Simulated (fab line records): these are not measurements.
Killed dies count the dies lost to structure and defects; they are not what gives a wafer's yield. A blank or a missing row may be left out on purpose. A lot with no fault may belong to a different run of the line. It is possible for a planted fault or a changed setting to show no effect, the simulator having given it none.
Struck lot and sound lot, side by side | flow sky130 | 23 steps out of a route of 708
Sound: the wafers L679.2, L679.4, L679.6. Struck: wafers L683.2, L683.5, L683.6. At the end, the cause is stated.
For every step that has rows: the tool of each side, followed by ch and its chambers, followed by its first start. Under that, the readings that differ: sound wafers | struck wafers | difference of the means | sigmas: that difference in standard deviations of wafers without a fault.
alike: a reading whose means differ by less than 2 such deviations, as well as words and numbers matching on both sides. not compared: withheld readings; readings where some wafer has no value; bounds like >300 that might hide an equal value; numbers whose values overlap and for which the record gives no deviation.
Wherever a step has rows on one side only, a row that says differs or no value, or a row with sigmas, the two part there. Numbers that don't overlap but have no deviation are shown without sigmas and don't part them. Lack of a reading on every wafer of one side parts them only where that side has two or more wafers.

first, 2 steps without rows for these wafers: SKY_POLY_GATE_CLEAN_19 (cleans in SC1/SC2, time 150 s); SKY_POLY_GATE_OXIDATION_20 (stabilise 600 s, purge 300 s, target thk 4 nm).
SKY_POLY_GATE_THK_MEAS_21:
  sound on film metro-03 at day 18 19:20; struck on film metro-04 at day 19 22:51
  alike: POLY_GATE_OXIDATION_THK
SKY_POLY_GATE_CD_MEAS_22:
  sound on cd sem-01 at day 18 19:24; struck on cd sem-01 at day 19 23:01
  alike: cd nm
then, 7 steps without rows for these wafers: SKY_LDD_N_DEHYDRATE_00 (time 60 s); SKY_LDD_N_HMDS_01 (prime time 60 s); SKY_LDD_N_COAT_02 (resist thk 300 nm); SKY_LDD_N_SOFTBAKE_03 (time 60 s); SKY_LDD_N_EXPOSE_04 (exposes mask NTM, target cd 840 nm); SKY_LDD_N_PEB_05; SKY_LDD_N_DEVELOP_06 (develop time 60 s).
SKY_LDD_N_OVL_MEAS_07:
  sound on overlay-01 at day 20 02:35; struck on overlay-02 at day 21 05:36
  alike: LDD_N_OVL
SKY_LDD_N_IMPLANT_08:
  sound on implanter-01 ch 0, day 20 02:38; struck on implanter-02 ch 0, day 21 05:40
  reading                   | sound             | struck            | difference | sigmas
  implant ion amu           | 75 75 75          | 31 31 31          | -44        |
  model.implant.rp nm (nm)  | 15.45 15.45 15.45 | 28.1 28.1 28.1    | +12.7      |
  model.implant.drp nm (nm) | 7.212 7.212 7.212 | 12.97 12.97 12.97 | +5.76      |
then, 7 steps without rows for these wafers: SKY_LDD_N_IMPLANT_09; SKY_LDD_N_IMPLANT_10; SKY_LDD_N_IMPLANT_11; SKY_LDD_N_IMPLANT_12; SKY_LDD_N_IMPLANT_13; SKY_LDD_N_IMPLANT_14; SKY_LDD_N_IMPLANT_15.
SKY_LDD_N_STRIP_16: strips in O2/N2.
  sound on plasma asher-02 ch 1, day 20 03:49; struck on plasma asher-02 ch 0,1, day 21 06:50
  reading                      | sound             | struck            | difference | sigmas
  strip time to endpoint s (s) | 4.281 4.274 4.298 | 4.234 4.224 4.215 | -0.060     | -4
  alike: chamber pressure mTorr, drypump motor current A, oes product au
  not compared: rf hours counter h
SKY_LDD_N_TW_MEAS_17:
  sound on film metro-04 at day 20 03:56; struck on film metro-03 at day 21 06:56
  alike: LDD_N_TW
-- record jumps: 27 days separate the struck wafers' starts on either side; left off in module LDD_N, taken up again in module PAD_OPEN, whose first shown step is the route's number 708 --
SKY_PAD_OPEN_PROBE_99:
  sound on prober-01 at day 47 12:53; struck on prober-01 at day 48 03:36
  reading                                   | sound             | struck            | difference | sigmas
  killed at front end                       | 17 11 16          | 19 25 30          | +10        | +2
  killed dies                               | 69 83 82          | 94 97 107         | +21        | +2
  model.etest.tip n.rs ohm sq               | 443.4 441.4 441.6 | 384.3 382.2 382.6 | -59.1      |
  model.etest.nfet_01v8_turned.drive ua um  | 503.8 491.2 521.9 | 541.4 558.5 541.8 | +41.6      |
  model.etest.nfet_01v8_lvt.drive ua um     | 573.9 564 594.1   | 611.4 630.1 606   | +38.5      |
  model.etest.nfet_01v8_swapped.drive ua um | 499.6 495.4 520.7 | 531.5 547.5 525.3 | +29.5      |
  model.etest.sram nfet pass.drive ua um    | 493.7 478.4 501   | 530.2 526.7 521.6 | +35.1      |
  model.etest.nfet_01v8.drive ua um         | 500.8 495.9 520.7 | 528.9 546.6 530.2 | +29.4      |
  model.etest.res ndiff.rs ohm sq           | 120.6 121.6 119.9 | 114.8 115.4 114.5 | -5.8       |
  alike: killed_at_M0_to_M3, killed_at_M4_up, killed at contacts, killed at other, killed open, killed short
  not compared: model.etest.nfet_01v8.r on ohm um

## WHERE THEY PART
At SKY_LDD_N_STRIP_16 first; at SKY_PAD_OPEN_PROBE_99 last (within this record only).

WHY: what the simulator had put in
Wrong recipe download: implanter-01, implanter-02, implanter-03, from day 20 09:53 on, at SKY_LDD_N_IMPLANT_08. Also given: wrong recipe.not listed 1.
